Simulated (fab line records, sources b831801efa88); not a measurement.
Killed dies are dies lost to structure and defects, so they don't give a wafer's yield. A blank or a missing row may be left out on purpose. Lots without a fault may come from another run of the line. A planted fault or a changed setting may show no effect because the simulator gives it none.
Chamber matching | flow gf180mcu | GF_STI_ETCH_14 on rie_si-01: 4 sister chambers
The step etches Si in HBr/Cl2/O2, target depth 360 nm, time 102.9 s. 4 wafers are shown with their chamber, then 8 later ones without.

WAFERS WITH THEIR CHAMBER
wafer  | chamber | drypump_motor_current_A (A)
L123.5 | 3       | 5.8
L129.1 | 1       | 5.2
L137.2 | 2       | 6.0
L137.5 | 0       | 5.0

WAFERS WITHOUT THEIR CHAMBER
wafer  | drypump_motor_current_A (A)
L138.3 | 5.0
L138.6 | 5.8
L143.2 | 5.9
L143.4 | 5.0
L143.6 | 5.2
L144.2 | 5.2
L144.3 | 5.0
L144.5 | 5.2

WHICH CHAMBER EACH WENT THROUGH
wafer  | from the rows above     | in truth
L138.3 | 0                       | 0
L138.6 | 3                       | 3
L143.2 | can't be placed: 2 or 3 | 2
L143.4 | 0                       | 0
L143.6 | 1                       | 1
L144.2 | 1                       | 1
L144.3 | 0                       | 0
L144.5 | 1                       | 1
Placed correctly: 7 of 8. Can't be placed from these rows: 1 (the true chamber is among the candidates in 1). Placed wrongly: 0.
How it was worked out, from the rows above alone: a wafer's distance from a chamber is the root of the sum, over the readings, of the square of ((its reading less the chamber's mean) divided by the reading's scatter). The wafer belongs to the nearest chamber; if the next one is less than 2 further off, it can't be placed. A chamber's mean is the mean of its shown wafers. The scatter: with one shown wafer a chamber, the root of the mean of the squares of how far each hidden wafer lies from its nearest shown one.
